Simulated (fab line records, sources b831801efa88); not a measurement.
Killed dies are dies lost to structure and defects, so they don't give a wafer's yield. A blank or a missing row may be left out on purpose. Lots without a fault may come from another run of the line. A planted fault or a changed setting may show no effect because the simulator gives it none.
Which tool did it? | flow sky130 | 10 lots, 30 wafers sampled, at 6 steps of a route of 708

WHAT THE GAUGES READ, wafer by wafer
The record holds no reading of a measuring or inspecting step that can be judged against a usual standard deviation.

WHICH TOOL RAN EACH LOT (tool, then ch and the chambers of the sampled wafers, then the start)
lot  | SKY_METAL2_METAL_ETCH_19          | SKY_VIA2_CMP_02               | SKY_METAL3_SPUTTER_02        | SKY_CAPM_STRIP_14                    | SKY_METAL3_METAL_ETCH_18          | SKY_PAD_OPEN_PROBE_99
L707 | rie_metal-01 ch 0,1, day 35 12:52 | cmp-02 ch 0,2, day 35 13:47   | pvd_sputter-03, day 36 17:43 | plasma_asher-04 ch 0,1, day 37 18:47 | rie_metal-02 ch 0,1, day 38 21:29 | -
L709 | rie_metal-04 ch 0,1, day 35 23:10 | cmp-02 ch 0,1,2, day 36 00:28 | pvd_sputter-04, day 37 03:47 | plasma_asher-01 ch 0,1, day 38 05:31 | rie_metal-03 ch 0,1, day 39 07:35 | -
L710 | rie_metal-04 ch 0,1, day 36 17:13 | cmp-01 ch 0,3, day 36 18:26   | pvd_sputter-03, day 37 22:02 | plasma_asher-02 ch 0,1, day 38 23:11 | rie_metal-02 ch 0,1, day 40 00:58 | -
L713 | rie_metal-01 ch 1, day 37 05:40   | cmp-01 ch 2,3, day 37 06:34   | pvd_sputter-01, day 38 10:49 | plasma_asher-04 ch 0, day 39 12:21   | rie_metal-03 ch 0,1, day 40 14:19 | -
L719 | rie_metal-01 ch 1, day 39 07:13   | cmp-01 ch 0,1,3, day 39 08:14 | pvd_sputter-03, day 40 10:47 | plasma_asher-02 ch 0,1, day 41 10:46 | rie_metal-04 ch 0,1, day 42 11:40 | -
L717 | rie_metal-01 ch 1, day 39 09:19   | cmp-02 ch 0,2,3, day 39 10:23 | pvd_sputter-04, day 40 12:53 | plasma_asher-02 ch 0,1, day 41 12:10 | rie_metal-03 ch 0,1, day 42 12:01 | prober-02, day 48 23:50
L721 | rie_metal-02 ch 0,1, day 39 22:52 | cmp-02 ch 0,3, day 39 23:44   | pvd_sputter-03, day 41 01:02 | plasma_asher-02 ch 0,1, day 42 01:05 | rie_metal-03 ch 0,1, day 43 01:42 | -
L724 | rie_metal-01 ch 0,1, day 40 19:16 | cmp-01 ch 2,3, day 40 20:12   | pvd_sputter-01, day 41 21:29 | plasma_asher-02 ch 0,1, day 42 21:39 | rie_metal-04 ch 0,1, day 43 21:40 | -
L728 | rie_metal-01 ch 0,1, day 41 21:15 | cmp-02 ch 2,3, day 41 22:11   | pvd_sputter-04, day 42 23:47 | plasma_asher-01 ch 0,1, day 43 23:01 | rie_metal-02 ch 0, day 44 21:59   | -
L729 | rie_metal-02 ch 0,1, day 41 23:31 | cmp-02 ch 0,1, day 42 00:42   | pvd_sputter-04, day 43 02:19 | plasma_asher-04 ch 0,1, day 44 01:08 | rie_metal-03 ch 0,1, day 45 00:28 | -
- SKY_METAL2_METAL_ETCH_19: etches the open film in Cl2/BCl3, stops on SiO2, target depth 360 nm, time 78 s.
- SKY_VIA2_CMP_02: polishes SiO2.
- SKY_METAL3_SPUTTER_02: material AlCu, target thk 735 nm, time 39.1 s.
- SKY_CAPM_STRIP_14: strips in O2/N2.
- SKY_METAL3_METAL_ETCH_18: etches the open film in Cl2/BCl3, stops on SiO2, target depth 845 nm, time 183.1 s.
- SKY_PAD_OPEN_PROBE_99

WHAT THE TOOLS THEMSELVES READ (means of the sampled wafers that have a number; where no wafer has one, the mark that the record gives instead)
SKY_METAL2_METAL_ETCH_19. Usual: chamber_pressure_mTorr 10.001 mTorr, standard deviation 0.0088; drypump_motor_current_A 6.0 A, standard deviation 0.34; oes_product_au 0.853 a.u., standard deviation 0.0051; throttle_valve_pct 22.264 %, standard deviation 0.008.
lot  | tool         | chamber_pressure_mTorr (mTorr) | drypump_motor_current_A (A) | oes_product_au (a.u.) | throttle_valve_pct (%) | flag
L707 | rie_metal-01 | 9.993                          | 6.2                         | 0.847                 | 22.263                 |
L709 | rie_metal-04 | 10.000                         | 5.5                         | 0.862                 | 22.270                 |
L710 | rie_metal-04 | 10.001                         | 5.4                         | 0.853                 | 22.264                 |
L713 | rie_metal-01 | 9.999                          | 6.3                         | 0.860                 | 22.262                 |
L719 | rie_metal-01 | 9.999                          | 6.3                         | 0.850                 | 22.260                 |
L717 | rie_metal-01 | 9.989                          | 6.3                         | 0.847                 | 22.262                 |
L721 | rie_metal-02 | 9.999                          | 6.2                         | 0.849                 | 22.262                 |
L724 | rie_metal-01 | 10.006                         | 6.2                         | 0.857                 | 22.270                 |
L728 | rie_metal-01 | 9.996                          | 6.2                         | 0.852                 | 22.260                 |
L729 | rie_metal-02 | 10.002                         | 6.2                         | 0.851                 | 22.265                 |

SKY_VIA2_CMP_02. Usual: motor_current_A 11.2 A, standard deviation 0.64.
lot  | tool   | motor_current_A (A) | flag
L707 | cmp-02 | 10.9                |
L709 | cmp-02 | 11.3                |
L710 | cmp-01 | 12.4                |
L713 | cmp-01 | 11.5                |
L719 | cmp-01 | 11.5                |
L717 | cmp-02 | 11.2                |
L721 | cmp-02 | 10.7                |
L724 | cmp-01 | 11.6                |
L728 | cmp-02 | 11.5                |
L729 | cmp-02 | 10.6                |

SKY_METAL3_SPUTTER_02. Usual: cathode_dc_power_W 10600 W, standard deviation 2.2; throttle_valve_pct 30.0 %, standard deviation 0.92.
lot  | tool           | cathode_dc_power_W (W) | throttle_valve_pct (%) | flag
L707 | pvd_sputter-03 | 10601                  | 29.5                   |
L709 | pvd_sputter-04 | 10598                  | 30.1                   |
L710 | pvd_sputter-03 | 10600                  | 30.1                   |
L713 | pvd_sputter-01 | 10599                  | 30.4                   |
L719 | pvd_sputter-03 | 10315                  | 30.1                   | OFF
L717 | pvd_sputter-04 | 10599                  | 29.5                   |
L721 | pvd_sputter-03 | 10034                  | 30.2                   | OFF
L724 | pvd_sputter-01 | 10601                  | 31.0                   |
L728 | pvd_sputter-04 | 10599                  | 29.7                   |
L729 | pvd_sputter-04 | 10600                  | 29.8                   |

SKY_CAPM_STRIP_14. Usual: chamber_pressure_mTorr 1500.1 mTorr, standard deviation 1.3; drypump_motor_current_A 5.21 A, standard deviation 0.25; n2_flow_sccm 300.0 sccm, standard deviation 1; oes_product_au 0.710 a.u., standard deviation 0.005; strip_time_to_endpoint_s 12.68 s, standard deviation 0.041.
lot  | tool            | chamber_pressure_mTorr (mTorr) | drypump_motor_current_A (A) | n2_flow_sccm (sccm) | oes_product_au (a.u.) | strip_time_to_endpoint_s (s) | flag
L707 | plasma_asher-04 | 1498.9                         | 5.30                        | 299.7               | 0.706                 | 12.68                        |
L709 | plasma_asher-01 | 1499.2                         | 5.07                        | 299.4               | 0.716                 | 12.72                        |
L710 | plasma_asher-02 | 1500.0                         | 5.42                        | 298.5               | 0.712                 | 12.63                        |
L713 | plasma_asher-04 | 1499.5                         | 5.11                        | 299.9               | 0.712                 | 12.61                        |
L719 | plasma_asher-02 | 1500.3                         | 5.43                        | 299.7               | 0.709                 | 12.66                        |
L717 | plasma_asher-02 | 1500.9                         | 5.42                        | 300.0               | 0.707                 | 12.67                        |
L721 | plasma_asher-02 | 1500.3                         | 5.19                        | 300.7               | 0.708                 | 12.73                        |
L724 | plasma_asher-02 | 1500.6                         | 5.43                        | 300.8               | 0.710                 | 12.72                        |
L728 | plasma_asher-01 | 1500.3                         | 5.05                        | 299.9               | 0.713                 | 12.70                        |
L729 | plasma_asher-04 | 1501.3                         | 5.22                        | 300.7               | 0.710                 | 12.74                        |

SKY_METAL3_METAL_ETCH_18. Usual: chamber_pressure_mTorr 10.001 mTorr, standard deviation 0.0092; drypump_motor_current_A 5.62 A, standard deviation 0.28; oes_product_au 0.865 a.u., standard deviation 0.0072; throttle_valve_pct 22.265 %, standard deviation 0.0083.
lot  | tool         | chamber_pressure_mTorr (mTorr) | drypump_motor_current_A (A) | oes_product_au (a.u.) | throttle_valve_pct (%) | flag
L707 | rie_metal-02 | 9.997                          | 6.13                        | 0.867                 | 22.266                 |
L709 | rie_metal-03 | 10.007                         | 5.49                        | 0.868                 | 22.269                 |
L710 | rie_metal-02 | 10.000                         | 6.11                        | 0.867                 | 22.262                 |
L713 | rie_metal-03 | 10.008                         | 5.46                        | 0.858                 | 22.258                 |
L719 | rie_metal-04 | 9.999                          | 5.53                        | 0.861                 | 22.270                 |
L717 | rie_metal-03 | 10.003                         | 5.45                        | 0.868                 | 22.257                 |
L721 | rie_metal-03 | 10.009                         | 5.47                        | 0.841                 | 22.264                 | OFF
L724 | rie_metal-04 | 9.999                          | 5.43                        | 0.865                 | 22.262                 |
L728 | rie_metal-02 | 9.993                          | 6.16                        | 0.876                 | 22.275                 |
L729 | rie_metal-03 | 10.000                         | 5.46                        | 0.858                 | 22.264                 |

SKY_PAD_OPEN_PROBE_99. Usual: defect_limited_yield 82.4 %, standard deviation 2.1; killed_at_M0_to_M3 44, standard deviation 7.3; killed_at_M4_up 3.0, standard deviation 1.9; killed_at_contacts 24, standard deviation 5; killed_at_front_end 16, standard deviation 4.5; killed_at_other 0.3, standard deviation 0.46; killed_dies 87, standard deviation 10; killed_open 47, standard deviation 8.3; killed_short 39, standard deviation 6.4; sort_bin_3_pad_short 0.8 %, standard deviation 0.43; sort_bin_5_function 10.5 %, standard deviation 1.6; sort_bin_6_memory 6.3 %, standard deviation 1.1; sort_n_pass 405, standard deviation 10; sort_yield_pct 82.4 %, standard deviation 2.1.
lot  | tool      | defect_limited_yield (%) | killed_at_M0_to_M3 | killed_at_M4_up | killed_at_contacts | killed_at_front_end | killed_at_other | killed_dies | killed_open | killed_short | sort_bin_3_pad_short (%) | sort_bin_5_function (%) | sort_bin_6_memory (%) | sort_n_pass | sort_yield_pct (%) | flag
L717 | prober-02 | 80.2                     | 51                 | 2.3             | 26                 | 17                  | 0.7             | 97          | 53          | 45           | 0.7                      | 11.5                    | 7.6                   | 395         | 80.2               |

THE ANSWER, worked out from the rows above alone
Rule: a lot is off if the mean of its wafers that have a number lies more than 3 standard deviations from the usual mean. A lot without any number at a reading at which 4 lots or more have one is off too. The other lots that the step has rows for count as sound. The gauges are gone through in route order, then the tools' own readings, and for those a lot's mean is taken as printed above. The first step at which some lot is off is used, and at that step the reading that is off furthest; a lot without a number counts as furthest.
Off: L719, L721, at SKY_METAL3_SPUTTER_02 (cathode_dc_power_W).
A tool fits if, at that step or a process step before it, it ran every lot that is off, and no sound lot after the first of them. One fits: pvd_sputter-03 at SKY_METAL3_SPUTTER_02. Its last sound lot is L710 (day 37 22:02), its first lot that is off L719 (day 40 10:47): a fault that began between those two fits.
The tool's own readings at SKY_METAL3_SPUTTER_02 bear it out: on the lots that are off they differ by more than 5 times the standard deviation of the sound lots' means. cathode_dc_power_W reads 10174 W there against 10600 W on the sound lots.

WHAT THE SIMULATOR HAD PUT IN
Process parameter drift: pvd_sputter-03, from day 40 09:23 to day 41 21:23, at SKY_METAL3_SPUTTER_02. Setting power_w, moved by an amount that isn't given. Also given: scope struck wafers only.
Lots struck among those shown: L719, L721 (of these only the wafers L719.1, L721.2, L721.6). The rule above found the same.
